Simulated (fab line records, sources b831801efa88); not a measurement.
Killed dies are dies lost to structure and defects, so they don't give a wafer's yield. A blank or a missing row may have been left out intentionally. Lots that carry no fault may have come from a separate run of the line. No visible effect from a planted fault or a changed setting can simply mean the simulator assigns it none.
Struck lot and sound lot, side by side ; flow sfq-line ; 21 steps out of a route of 325
Sound: the wafers L840.1, L840.2, L840.3. Struck: wafer L854.2. (L854.5 of the same lot was not struck and is left out.) The cause comes at the end.
Order at every step that has rows: each side's tool, ch and its chambers, its first start. Under that, the readings that differ: sound wafers ; struck wafers ; difference of the means ; sigmas: that difference in standard deviations of wafers without a fault.
alike: readings with means less than 2 such deviations apart, plus words and numbers identical on both sides. not compared: withheld readings, readings lacking a value on some wafer, bounds such as >300 that could conceal the same value, and numbers that have no deviation in the record and whose values overlap.
The two part at a step that has a row with sigmas, a row that says differs or no value, or rows on one side only. Non-overlapping numbers with no deviation appear without sigmas and do not part them. A reading that every wafer of one side lacks parts them only if that side has two wafers or more.

first, 3 steps without rows for these wafers: SFQ_TRILAYER_M7_LITHO_EXPOSE_178 (exposes mask M7, target cd 500 nm); SFQ_TRILAYER_M7_LITHO_PEB_180 (peb time 60 s); SFQ_TRILAYER_M7_LITHO_DEVELOP_179 (time 60 s).
SFQ_M7_OVL_MEAS_945:
  sound on overlay-01, day 76 06:34; struck on overlay-02, day 87 16:52
  alike: M7_OVL
then, 1 step without rows for these wafers: SFQ_TRILAYER_M7_BARC_OPEN_METAL_ETCH_229 (etches BARC in O2, target depth 125 nm, time 41.7 s).
SFQ_TRILAYER_M7_ETCH_METAL_ETCH_180: etches Nb in Cl2/Ar, stops on SiO2, target depth 240 nm, time 120 s.
  sound on rie-metal-03 ch 0,1, day 76 06:40; struck on rie-metal-04 ch 0, day 87 16:58
  alike: drypump-motor-current-A, oes-product-au
  not compared: rf-hours-counter-h
SFQ_TRILAYER_M7_STRIP_STRIP_181: strips in O2.
  sound on rie-metal-03 ch 0,1, day 76 06:47; struck on rie-metal-04 ch 0, day 87 17:05
  alike: drypump-motor-current-A, oes-product-au
  not compared: rf-hours-counter-h
then, 2 steps without rows for these wafers: SFQ_TRILAYER_M7_STRIP_SOLV_CLEAN_182 (cleans in NMP, time 600 s); SFQ_TRILAYER_I7_DEP_PECVD_183 (deposits SiO2 from SiH4/N2O, time 111.11 s, target thk 500 nm).
SFQ_TRILAYER_I7_CMP_CMP_184: polishes SiO2.
  sound on cmp-02 ch 0,2,3, day 76 07:38; struck on cmp-02 ch 2, day 87 18:56
  alike: motor-current-A, retaining-ring-pressure-frac, time-to-endpoint-s
SFQ_I7_BOW_MEAS_946:
  sound on film-metro-03, day 76 10:38; struck on film-metro-03, day 87 20:58
  alike: I7_BOW
SFQ_TRILAYER_I7_METRO_MEASURE_185:
  sound on film-metro-03, day 76 10:46; struck on film-metro-03, day 87 21:16
  alike: thk-nm
SFQ_TRILAYER_I7_VIA_LITHO_COAT_192: resist thk 62 nm.
  sound on litho-track-04 ch 0, day 76 11:58; struck on litho-track-01 ch 0, day 87 22:19
reading;sound;struck;difference;sigmas
chill-plate-temp-C (C);22.88 22.89 22.87;23.11;+0.23;+2
model.BARC_of_TRILAYER_I7_VIA_LITHO_COAT_192.thk-nm (nm);62.16 62.02 62.22;56.34;-5.79;
then, 5 steps without rows for these wafers: SFQ_TRILAYER_I7_VIA_LITHO_COAT_187 (resist thk 650 nm); SFQ_TRILAYER_I7_VIA_LITHO_SOFTBAKE_191; SFQ_TRILAYER_I7_VIA_LITHO_EXPOSE_188 (exposes mask I7, target cd 1000 nm); SFQ_TRILAYER_I7_VIA_LITHO_PEB_190 (peb time 60 s); SFQ_TRILAYER_I7_VIA_LITHO_DEVELOP_189 (time 60 s).
-- the record jumps here: 4 days lie between the struck wafers' starts before and after --
SFQ_I7_OVL_MEAS_947:
  sound on overlay-01, day 80 13:28; struck on overlay-01, day 91 18:48
  alike: I7_OVL
SFQ_TRILAYER_I7_VIA_BARC_OPEN_VIA_ETCH_260: etches BARC in O2, target depth 125 nm, time 41.7 s.
  sound on rie-diel-03 ch 1,2,3, day 80 13:30; struck on rie-diel-01 ch 0, day 91 18:50
reading;sound;struck;difference;sigmas
oes-product-au (a.u.);0.684 0.686 0.679;0.665;-0.018;-4
model.etch.depth-nm (nm);62.16 62.02 62.22;56.34;-5.79;
  alike: drypump-motor-current-A
  not compared: rf-hours-counter-h
SFQ_TRILAYER_I7_VIA_ETCH_VIA_ETCH_190: etches SiO2 in CHF3, stops on Nb, target depth 260 nm.
  sound on rie-diel-03 ch 1,2,3, day 80 13:32; struck on rie-diel-01 ch 0, day 91 18:52
  alike: drypump-motor-current-A, oes-product-au

## WHERE THEY PART
First at SFQ_TRILAYER_I7_VIA_LITHO_COAT_192; last, within this record, at SFQ_TRILAYER_I7_VIA_BARC_OPEN_VIA_ETCH_260. Later steps at which nothing parts them and some readings are alike: SFQ_TRILAYER_I7_VIA_ETCH_VIA_ETCH_190.

WHY: whatever the simulator had introduced
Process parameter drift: litho-track-01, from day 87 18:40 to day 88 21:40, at SFQ_TRILAYER_I7_VIA_LITHO_COAT_192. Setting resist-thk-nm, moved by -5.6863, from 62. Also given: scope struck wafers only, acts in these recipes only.
